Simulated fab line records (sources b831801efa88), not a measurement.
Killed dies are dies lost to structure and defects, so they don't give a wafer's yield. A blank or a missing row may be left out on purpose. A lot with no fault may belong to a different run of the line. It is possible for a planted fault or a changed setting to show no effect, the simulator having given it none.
fab line records	flow sky130	part 1 of 2: steps 1 to 22 of 31
[record] lots = 5	wafers = 15	last_day = 50
route steps=708 shown SD_N@342 SD_P@359 RES_XHIGH@360 SALICIDE@361 LI_CONTACT@362
lots that met no fault: from a run of the same line without faults
start_h: start of the lot's first displayed wafer, in hours after the record's first day	wait_h: hours since the lot's step before	" the same as in the row above	L1.1+2: a single row standing in for several wafers	- no value, or no start was given	* or withheld: withheld	< > ~ a bound
route shown NAME@n: NAME is a module with steps in the file, n the number in the route of the first one	usual: mean/standard deviation of fault-free wafers	same: alike in all rows	chamber/n: place in a boat	sites: the reading at each site	_std_site: standard deviation across them	_edge_site: the outer-site mean with the inner-site mean subtracted	radius_mm: for every site, how far away it sits from the centre of the wafer	mask NAME#n: copy n	behind: the last tool/chamber to shape the wafer	hold: why the lot was held/for how many hours/how that ended	device: whichever transistor did not switch (one of n, p or np)	end of line: the route-end tests of the same wafers	for a step that has no rows: nothing shown but its recipe	killed: count of dies lost to structure and defects at first sort (not the wafer's yield)	map: a wafer's dies, marking killed ones x, the rest . and places with no die _
set.NAME: the setting the step ran with; set.NAME@STEP: the setting that earlier step ran with	model.NAME: the simulator's own value behind a step, which no gauge read
a table for each step, a row for each wafer; lots at some steps of the route
services: the hour from which a tool's chamber was out of use, counted from the record's first day as start_h (under 0 if before that day), plus the number of hours and why
[[steps]]
[step SKY_SD_N_DEHYDRATE_00]
[recipe] temp_c = 200	time_s = 60
[usual] exhaust_pa = 45.1/1	heater_power_total_W = 160.37/0.13	plate_temp_C = 200.00/0.15	resist_line_temp_C = 23.03/0.11
lot.wafer	tool	chamber	start_h	wait_h	exhaust_pa	heater_power_total_W	plate_temp_C	resist_line_temp_C
L076.1	litho_track-02	0	656.06	14.3	45.0	160.55	199.72	22.93
L076.5	"	0	"	"	45.8	160.42	199.70	23.04
L076.6	"	0	"	"	45.8	160.28	199.99	23.07
L078.1	litho_track-04	0	666.45	13.9	45.1	160.22	199.96	23.04
L078.4	"	0	"	"	46.2	160.20	199.88	23.08
L078.5	"	0	"	"	46.3	160.34	199.95	23.10
L081.1	litho_track-04	0	701.45	13.4	43.4	160.63	200.21	23.06
L081.3	"	0	"	"	45.4	160.52	200.15	22.89
L081.6	"	0	"	"	42.7	160.29	200.22	22.98
L094.3	litho_track-01	0	799.66	13.0	45.5	160.26	199.97	22.74
L094.4	"	0	"	"	44.6	160.17	200.01	22.88
L094.5	"	0	"	"	44.9	160.54	199.99	22.91
L096.2	litho_track-02	0	815.89	12.3	44.8	160.18	199.84	23.01
L096.3	"	0	"	"	44.2	160.27	200.24	22.98
L096.5	"	0	"	"	45.2	160.49	199.70	23.07
[step SKY_SD_N_HMDS_01]
[recipe] prime_time_s = 60	prime_temp_c = 120
[usual] exhaust_pa = 45.1/0.87	resist_line_temp_C = 23.02/0.12
lot.wafer	tool	chamber	start_h	wait_h	exhaust_pa	resist_line_temp_C
L076.1	litho_track-02	0	656.21	0.1	46.4	22.99
L076.5	"	0	"	"	46.6	23.04
L076.6	"	0	"	"	45.4	23.05
L078.1	litho_track-04	0	666.60	0.1	44.2	22.94
L078.4	"	0	"	"	44.1	22.79
L078.5	"	0	"	"	43.1	22.85
L081.1	litho_track-04	0	701.60	0.1	44.7	22.88
L081.3	"	0	"	"	45.6	22.93
L081.6	"	0	"	"	46.3	22.92
L094.3	litho_track-01	0	799.81	0.1	45.3	23.11
L094.4	"	0	"	"	44.5	23.09
L094.5	"	0	"	"	44.5	23.19
L096.2	litho_track-02	0	816.04	0.1	45.1	23.12
L096.3	"	0	"	"	43.2	23.04
L096.5	"	0	"	"	43.1	22.98
[step SKY_SD_N_COAT_02]
[recipe] resist = NOVOLAK	spin_rpm = 3000	resist_thk_nm = 1140
[usual] exhaust_pa = 45.0/1	resist_line_temp_C = 23.03/0.1
lot.wafer	tool	chamber	start_h	wait_h	exhaust_pa	resist_line_temp_C
L076.1	litho_track-02	0	656.36	0.1	44.2	22.96
L076.5	"	0	"	"	45.5	22.81
L076.6	"	0	"	"	44.5	23.01
L078.1	litho_track-04	0	666.75	0.1	44.7	22.95
L078.4	"	0	"	"	46.2	23.04
L078.5	"	0	"	"	44.6	22.88
L081.1	litho_track-04	0	701.75	0.1	44.3	23.04
L081.3	"	0	"	"	44.8	23.02
L081.6	"	0	"	"	43.5	23.05
L094.3	litho_track-01	0	799.96	0.1	46.1	22.89
L094.4	"	0	"	"	45.8	22.85
L094.5	"	0	"	"	46.0	22.82
L096.2	litho_track-02	0	816.19	0.1	46.1	23.04
L096.3	"	0	"	"	45.8	23.10
L096.5	"	0	"	"	46.8	23.10
[step SKY_SD_N_SOFTBAKE_03]
[recipe] temp_c = 90	time_s = 60	resist = NOVOLAK
[usual] exhaust_pa = 45.2/0.9	heater_power_total_W = 56.59/0.049	plate_temp_C = 89.98/0.13	resist_line_temp_C = 23.00/0.11
lot.wafer	tool	chamber	start_h	wait_h	exhaust_pa	heater_power_total_W	plate_temp_C	resist_line_temp_C
L076.1	litho_track-02	0	656.51	0.1	45.2	56.52	89.78	23.03
L076.5	"	0	"	"	45.8	56.61	89.89	22.99
L076.6	"	0	"	"	45.1	56.55	89.62	22.94
L078.1	litho_track-04	0	666.90	0.1	45.1	56.51	90.24	23.18
L078.4	"	0	"	"	44.2	56.54	90.04	23.06
L078.5	"	0	"	"	46.0	56.60	90.09	23.15
L081.1	litho_track-04	0	701.90	0.1	44.4	56.59	89.82	22.99
L081.3	"	0	"	"	45.6	56.47	90.02	22.94
L081.6	"	0	"	"	44.8	56.59	89.94	22.85
L094.3	litho_track-01	0	800.11	0.1	45.1	56.59	90.11	23.01
L094.4	"	0	"	"	44.1	56.57	89.69	22.99
L094.5	"	0	"	"	44.4	56.51	89.78	23.06
L096.2	litho_track-02	0	816.34	0.1	45.3	56.57	89.76	23.16
L096.3	"	0	"	"	44.3	56.53	89.80	22.94
L096.5	"	0	"	"	45.8	56.56	89.71	23.00
[step SKY_SD_N_EXPOSE_04]
[recipe] mask_id = NSDM	na = 0.6	source_shape = conventional	sigma_outer = 0.6	polarization = unpolarized	target_cd_nm = 380	dose_mj = 141
lot.wafer	tool	chamber	start_h	wait_h	mask
L076.1+5+6	iline_stepper-02	0	-	-	NSDM#0
L078.1+4+5	iline_stepper-01	0	-	-	NSDM#0
L081.1+3+6	iline_stepper-02	0	-	-	NSDM#0
L094.3+4+5	iline_stepper-01	0	-	-	NSDM#0
L096.2+3+5	iline_stepper-01	0	-	-	NSDM#0
[step SKY_SD_N_PEB_05]
[recipe] temp_c = withheld	time_s = *	resist = NOVOLAK
[usual] exhaust_pa = 45.1/0.92	resist_line_temp_C = *
lot.wafer	tool	chamber	start_h	wait_h	exhaust_pa	resist_line_temp_C
L076.1	litho_track-02	0	-	-	46.3	*
L076.5	"	0	"	"	44.8	*
L076.6	"	0	"	"	46.1	*
L078.1	litho_track-01	0	-	-	44.4	*
L078.4	"	0	"	"	45.5	*
L078.5	"	0	"	"	44.9	*
L081.1	litho_track-01	0	-	-	45.1	*
L081.3	"	0	"	"	45.6	*
L081.6	"	0	"	"	45.6	*
L094.3	litho_track-02	0	-	-	45.0	*
L094.4	"	0	"	"	46.0	*
L094.5	"	0	"	"	45.5	*
L096.2	litho_track-02	0	-	-	44.7	*
L096.3	"	0	"	"	44.8	*
L096.5	"	0	"	"	46.0	*
[step SKY_SD_N_DEVELOP_06]
[recipe] resist = NOVOLAK	developer = TMAH	develop_time_s = 60	dev_temp_c = 23
[usual] exhaust_pa = 44.9/0.96	resist_line_temp_C = 22.98/0.11
lot.wafer	tool	chamber	start_h	wait_h	exhaust_pa	resist_line_temp_C
L076.1	litho_track-02	0	670.21	0.1	43.3	23.13
L076.5	"	0	"	"	44.7	22.86
L076.6	"	0	"	"	45.8	22.92
L078.1	litho_track-01	0	681.56	0.1	44.8	22.96
L078.4	"	0	"	"	43.4	22.97
L078.5	"	0	"	"	44.8	22.73
L081.1	litho_track-01	0	716.16	0.1	44.3	22.97
L081.3	"	0	"	"	45.6	23.00
L081.6	"	0	"	"	45.7	22.94
L094.3	litho_track-02	0	811.96	0.1	44.8	22.92
L094.4	"	0	"	"	43.1	22.95
L094.5	"	0	"	"	44.0	22.90
L096.2	litho_track-02	0	830.14	0.1	44.1	22.95
L096.3	"	0	"	"	43.5	22.99
L096.5	"	0	"	"	43.9	22.86
[step SKY_SD_N_CD_MEAS_07]
[recipe] target_cd_nm = 380
[usual] cd_nm = 380.1/1.9
lot.wafer	tool	chamber	start_h	wait_h	cd_nm
L076.1	cd_sem-02	-	670.36	0.1	379.5
L076.5	"	-	"	"	379.0
L076.6	"	-	"	"	381.9
L078.1	cd_sem-02	-	681.71	0.1	382.4
L078.4	"	-	"	"	382.2
L078.5	"	-	"	"	381.8
L081.1	cd_sem-02	-	716.31	0.1	377.7
L081.3	"	-	"	"	377.7
L081.6	"	-	"	"	378.8
L094.3	cd_sem-02	-	812.10	0.1	376.9
L094.4	"	-	"	"	377.4
L094.5	"	-	"	"	377.7
L096.2	cd_sem-02	-	830.28	0.1	383.6
L096.3	"	-	"	"	381.4
L096.5	"	-	"	"	382.5
[step SKY_SD_N_OVL_MEAS_08]
[usual] SD_N_OVL = -1.1/1.2
lot.wafer	tool	chamber	start_h	wait_h	SD_N_OVL[nm]
L076.1	overlay-01	-	670.48	0.1	-2.9
L076.5	"	-	"	"	-3.7
L076.6	"	-	"	"	-2.4
L078.1	overlay-02	-	681.83	0.1	-2.1
L078.4	"	-	"	"	-1.8
L078.5	"	-	"	"	-0.7
L081.1	overlay-02	-	716.43	0.1	-3.7
L081.3	"	-	"	"	-3.3
L081.6	"	-	"	"	-4.0
L094.3	overlay-01	-	812.20	0.1	-0.8
L094.4	"	-	"	"	-1.3
L094.5	"	-	"	"	-1.4
L096.2	overlay-01	-	830.39	0.1	-3.0
L096.3	"	-	"	"	-2.8
L096.5	"	-	"	"	-1.7
[step SKY_SD_N_IMPLANT_09]
[recipe] species = As	energy_kev = 50	dose_cm2 = 4e+15	tilt_deg = 0
[usual] dose_ions_cm2 = 4e+15/4.8e+12	end_station_pressure_torr = 1.37e-05/6.7e-07
lot.wafer	tool	chamber	start_h	wait_h	dose_ions_cm2	end_station_pressure_torr
L076.1	implanter-02	0	670.52	0.0	3.994e+15	1.43e-05
L076.5	"	0	"	"	3.997e+15	1.35e-05
L076.6	"	0	"	"	4.005e+15	1.44e-05
L078.1	implanter-03	0	681.87	0.0	3.998e+15	1.42e-05
L078.4	"	0	"	"	4.001e+15	1.3e-05
L078.5	"	0	"	"	3.998e+15	1.52e-05
L081.1	implanter-02	0	716.47	0.0	3.998e+15	1.28e-05
L081.3	"	0	"	"	3.997e+15	1.37e-05
L081.6	"	0	"	"	3.992e+15	1.29e-05
L094.3	implanter-02	0	812.27	0.1	3.995e+15	1.28e-05
L094.4	"	0	"	"	3.999e+15	1.39e-05
L094.5	"	0	"	"	3.992e+15	1.33e-05
L096.2	implanter-02	0	830.45	0.0	3.997e+15	1.36e-05
L096.3	"	0	"	"	4.003e+15	1.48e-05
L096.5	"	0	"	"	3.996e+15	1.42e-05
[step SKY_SD_N_IMPLANT_10]
[recipe] species = P	energy_kev = 19.71	dose_cm2 = 1e+14	tilt_deg = 0
[usual] dose_ions_cm2 = 1e+14/1e+11	end_station_pressure_torr = 5.44e-06/2.9e-07
lot.wafer	tool	chamber	start_h	wait_h	dose_ions_cm2	end_station_pressure_torr
L076.1	implanter-02	0	670.67	0.1	9.999e+13	4.99e-06
L076.5	"	0	"	"	1.0008e+14	5.31e-06
L076.6	"	0	"	"	9.982e+13	5.46e-06
L078.1	implanter-03	0	682.02	0.1	1.0002e+14	5.85e-06
L078.4	"	0	"	"	9.992e+13	5.87e-06
L078.5	"	0	"	"	9.999e+13	5.82e-06
L081.1	implanter-02	0	716.62	0.1	9.991e+13	5.37e-06
L081.3	"	0	"	"	9.983e+13	5.51e-06
L081.6	"	0	"	"	9.996e+13	6.02e-06
L094.3	implanter-02	0	812.42	0.1	1.0005e+14	5.55e-06
L094.4	"	0	"	"	9.999e+13	5.08e-06
L094.5	"	0	"	"	1.0004e+14	5.66e-06
L096.2	implanter-02	0	830.60	0.1	1.0013e+14	5.64e-06
L096.3	"	0	"	"	1.0018e+14	5.52e-06
L096.5	"	0	"	"	1.0012e+14	5.09e-06
[step SKY_SD_N_STRIP_11]
[recipe] chemistry = O2/N2	power_w = 1400	pressure_mtorr = 1500	platen_temp_c = withheld	o2_flow_sccm = 3000	n2_flow_sccm = 300	overash_fraction = 0.5
[usual] drypump_motor_current_A = 5.7/0.39	n2_flow_sccm = 299.9/0.94	oes_product_au = 0.527/0.0046	strip_time_to_endpoint_s = 22.55/0.034
lot.wafer	tool	chamber	start_h	wait_h	drypump_motor_current_A	n2_flow_sccm	oes_product_au	rf_hours_counter_h	strip_time_to_endpoint_s
L076.1	plasma_asher-02	1	670.82	0.1	4.9	300.7	0.520	25	22.58
L076.5	"	1	"	"	4.9	301.4	0.526	-	22.60
L076.6	"	0	"	"	5.8	299.4	0.526	-	22.56
L078.1	plasma_asher-02	1	682.17	0.1	4.9	300.3	0.526	26	22.58
L078.4	"	0	"	"	5.9	301.7	0.526	-	22.57
L078.5	"	0	"	"	5.9	300.8	0.535	-	22.59
L081.1	plasma_asher-01	1	716.77	0.1	5.4	299.4	0.533	63	22.55
L081.3	"	0	"	"	6.3	298.9	0.533	-	22.55
L081.6	"	1	"	"	5.5	301.1	0.522	-	22.52
L094.3	plasma_asher-01	1	812.55	0.1	5.5	300.3	0.524	-	22.53
L094.4	"	0	"	"	6.2	300.4	0.524	-	22.59
L094.5	"	0	"	"	6.2	300.4	0.528	-	22.54
L096.2	plasma_asher-01	1	830.72	0.1	5.4	299.6	0.531	74	22.53
L096.3	"	0	"	"	6.3	299.7	0.528	-	22.52
L096.5	"	1	"	"	5.4	299.2	0.524	-	22.52
[step SKY_SD_N_TW_MEAS_12]
[usual] SD_N_TW = 3989/35
lot.wafer	tool	chamber	start_h	wait_h	SD_N_TW
L076.1	film_metro-02	-	670.92	0.1	3997
L076.5	"	-	"	"	3999
L076.6	"	-	"	"	3984
L078.1	film_metro-02	-	682.27	0.1	3948
L078.4	"	-	"	"	3956
L078.5	"	-	"	"	3975
L081.1	film_metro-03	-	716.87	0.1	3970
L081.3	"	-	"	"	3965
L081.6	"	-	"	"	3987
L094.3	film_metro-03	-	812.64	0.1	3958
L094.4	"	-	"	"	3975
L094.5	"	-	"	"	3954
L096.2	film_metro-02	-	830.83	0.1	3975
L096.3	"	-	"	"	3978
L096.5	"	-	"	"	3995
[step SKY_SD_N_CLEAN_13]
[recipe] chemistry = SC1/SC2	mix = 1:4:20	temp_c = 70	time_s = 150	dry = n2_spin
[usual] bath_heat_duty_pct = 13.4/1.8	temp_c = 69.98/0.13
lot.wafer	tool	chamber	start_h	wait_h	bath_heat_duty_pct	temp_c
L076.1	wet_bench-03	0	670.98	0.1	15.9	69.97
L076.5	"	0	"	"	15.6	69.96
L076.6	"	0	"	"	16.3	70.07
L078.1	wet_bench-03	3	682.33	0.1	11.0	69.92
L078.4	"	3	"	"	10.3	69.75
L078.5	"	3	"	"	11.0	69.97
L081.1	wet_bench-02	3	716.93	0.1	14.9	69.90
L081.3	"	3	"	"	13.8	69.85
L081.6	"	3	"	"	13.3	69.94
L094.3	wet_bench-02	1	812.68	0.0	14.6	70.02
L094.4	"	1	"	"	14.2	70.09
L094.5	"	1	"	"	13.8	70.14
L096.2	wet_bench-03	3	830.88	0.0	11.9	69.95
L096.3	"	3	"	"	9.3	69.85
L096.5	"	3	"	"	10.9	70.06
[step SKY_SD_N_RTA_14]
[recipe] temp_c = 1075	time_s = 2	idle_temp_c = 650	ramp_up_c_per_s = 150	ramp_down_c_per_s = 90	ambient = N2
[usual] lamp_power_pct = 15.73/0.055	wafer_temp_C_max = 1078.2/1.4
lot.wafer	tool	chamber	start_h	wait_h	lamp_power_pct	wafer_temp_C_max
L076.1	rtp_anneal-01	0	671.03	0.0	15.76	1078.2
L076.5	"	0	"	"	15.78	1077.7
L076.6	"	0	"	"	15.65	1078.9
L078.1	rtp_anneal-01	0	682.38	0.0	15.66	1080.3
L078.4	"	0	"	"	15.78	1076.5
L078.5	"	0	"	"	15.66	1078.4
L081.1	rtp_anneal-02	0	716.98	0.0	15.71	1076.7
L081.3	"	0	"	"	15.63	1076.8
L081.6	"	0	"	"	15.68	1075.1
L094.3	rtp_anneal-01	0	812.81	0.0	15.68	1077.2
L094.4	"	0	"	"	15.76	1077.3
L094.5	"	0	"	"	15.78	1077.2
L096.2	rtp_anneal-01	0	830.94	0.0	15.71	1079.1
L096.3	"	0	"	"	15.71	1076.7
L096.5	"	0	"	"	15.60	1075.3
[step SKY_SD_N_RS_MEAS_16]
[recipe] thk_meas_gauge = four-point-probe
[usual] SD_N_RS = 68.62/0.13
lot.wafer	tool	chamber	start_h	wait_h	SD_N_RS[ohm/sq]
L076.1	film_metro-03	-	671.20	0.1	68.56
L076.5	"	-	"	"	68.65
L076.6	"	-	"	"	68.52
L078.1	film_metro-01	-	682.55	0.1	68.59
L078.4	"	-	"	"	68.51
L078.5	"	-	"	"	68.44
L081.1	film_metro-03	-	717.16	0.1	68.58
L081.3	"	-	"	"	68.63
L081.6	"	-	"	"	68.69
L094.3	film_metro-02	-	813.00	0.1	68.69
L094.4	"	-	"	"	68.72
L094.5	"	-	"	"	68.67
L096.2	film_metro-02	-	831.12	0.1	68.68
L096.3	"	-	"	"	68.80
L096.5	"	-	"	"	68.76
[step SKY_SD_N_RS_MEAS_17]
[recipe] thk_meas_gauge = four-point-probe
[usual] SD_P_RS = 146.9/0.37
lot.wafer	tool	chamber	start_h	wait_h	SD_P_RS[ohm/sq]
L076.1	film_metro-03	-	671.32	0.1	147.0
L076.5	"	-	"	"	146.8
L076.6	"	-	"	"	146.7
L078.1	film_metro-01	-	682.67	0.1	146.8
L078.4	"	-	"	"	146.9
L078.5	"	-	"	"	146.9
L081.1	film_metro-03	-	717.28	0.1	147.2
L081.3	"	-	"	"	147.5
L081.6	"	-	"	"	147.4
L094.3	film_metro-02	-	813.12	0.1	147.1
L094.4	"	-	"	"	146.7
L094.5	"	-	"	"	146.9
L096.2	film_metro-02	-	831.24	0.1	146.8
L096.3	"	-	"	"	146.9
L096.5	"	-	"	"	147.2
[step SKY_SD_N_RS_MEAS_18]
[recipe] thk_meas_gauge = four-point-probe
[usual] RES_XHIGH_RS = 333.3/1.2
lot.wafer	tool	chamber	start_h	wait_h	RES_XHIGH_RS[ohm/sq]
L076.1	film_metro-03	-	671.44	0.1	333.6
L076.5	"	-	"	"	333.8
L076.6	"	-	"	"	332.3
L078.1	film_metro-01	-	682.79	0.1	333.4
L078.4	"	-	"	"	333.0
L078.5	"	-	"	"	333.6
L081.1	film_metro-03	-	717.40	0.1	332.9
L081.3	"	-	"	"	331.5
L081.6	"	-	"	"	332.8
L094.3	film_metro-02	-	813.24	0.1	334.2
L094.4	"	-	"	"	334.3
L094.5	"	-	"	"	333.9
L096.2	film_metro-02	-	831.36	0.1	335.9
L096.3	"	-	"	"	335.6
L096.5	"	-	"	"	335.8
[step SKY_SALICIDE_CLEAN_00]
[recipe] chemistry = HF-last	time_s = 30	dilution = 100:1	dry = ipa_marangoni
lot.wafer	tool	chamber	start_h	wait_h
L076.1+5+6	wet_bench-02	3	671.56	0.1
L078.1+4+5	wet_bench-01	0	682.91	0.1
L081.1+3+6	wet_bench-03	3	717.52	0.1
L094.3+4+5	wet_bench-03	0	813.32	0.1
L096.2+3+5	wet_bench-02	0	831.46	0.1
[step SKY_LI_CONTACT_HDPCVD_00]
[recipe] material = PSG	target_thk_nm = 930	sigma_open_frac = 0.3	time_s = 155	temp_c = 600	sih4_flow_sccm = 62.21	pressure_mtorr = 6
[usual] susceptor_temp_C = 599.94/0.3
lot.wafer	tool	chamber	start_h	wait_h	susceptor_temp_C
L076.1	hdpcvd-01	1	671.58	0.0	599.71
L076.5	"	0	"	"	599.99
L076.6	"	1	"	"	599.92
L078.1	hdpcvd-01	2	682.93	0.0	599.98
L078.4	"	2	"	"	599.97
L078.5	"	0	"	"	599.98
L081.1	hdpcvd-01	2	717.53	0.0	600.19
L081.3	"	0	"	"	599.77
L081.6	"	2	"	"	600.35
L094.3	hdpcvd-01	0	813.34	0.0	599.50
L094.4	"	0	"	"	600.10
L094.5	"	1	"	"	600.02
L096.2	hdpcvd-01	1	831.48	0.0	600.15
L096.3	"	2	"	"	599.96
L096.5	"	0	"	"	599.81
[step SKY_LI_CONTACT_THK_MEAS_01]
[recipe] reads = PSG_of_LI_CONTACT_HDPCVD_00
[usual] LI_CONTACT_HDPCVD_THK = 964/13
lot.wafer	tool	chamber	start_h	wait_h	LI_CONTACT_HDPCVD_THK[nm]
L076.1	film_metro-02	-	671.68	0.1	982
L076.5	"	-	"	"	978
L076.6	"	-	"	"	983
L078.1	film_metro-01	-	683.03	0.1	959
L078.4	"	-	"	"	959
L078.5	"	-	"	"	961
L081.1	film_metro-03	-	717.64	0.1	952
L081.3	"	-	"	"	965
L081.6	"	-	"	"	953
L094.3	film_metro-03	-	813.46	0.1	959
L094.4	"	-	"	"	957
L094.5	"	-	"	"	975
L096.2	film_metro-03	-	831.59	0.1	992
L096.3	"	-	"	"	964
L096.5	"	-	"	"	972
[step SKY_LI_CONTACT_CMP_02]
[recipe] material = PSG	down_force_psi = 4	platen_rpm = 60	pad_velocity_m_s = 0.94248
[usual] edge_zone_pressure_frac = 1.001/0.0051	motor_current_A = 12.0/1.6	slurry_filter_dp_kPa = 13.49/0.14	time_to_endpoint_s = 36.8/2.9
lot.wafer	tool	chamber	start_h	wait_h	edge_zone_pressure_frac	motor_current_A	slurry_filter_dp_kPa	time_to_endpoint_s
L076.1	cmp-01	1	671.84	0.1	0.997	12.9	13.39	37.5
L076.5	"	3	"	"	1.001	13.0	13.52	35.7
L076.6	"	0	"	"	0.995	13.0	13.33	36.0
L078.4	cmp-01	1	683.14	0.1	1.000	12.5	13.71	38.1
L078.1	"	3	"	"	1.003	13.7	13.56	40.0
L078.5	"	0	"	"	1.004	13.9	13.37	34.0
L081.3	cmp-02	2	717.70	0.0	0.995	9.9	13.25	44.5
L081.1	"	0	"	"	1.003	9.5	13.31	39.4
L081.6	"	2	"	"	0.994	10.8	13.81	39.1
L094.4	cmp-02	0	813.50	0.0	1.000	9.8	13.42	37.4
L094.3	"	3	"	"	0.994	12.9	13.38	35.8
L094.5	"	1	"	"	0.993	11.1	13.56	37.5
L096.3	cmp-01	1	831.64	0.0	1.003	12.8	13.59	37.9
L096.2	"	2	"	"	1.002	13.9	13.50	41.6
L096.5	"	2	"	"	0.999	13.0	13.53	40.9
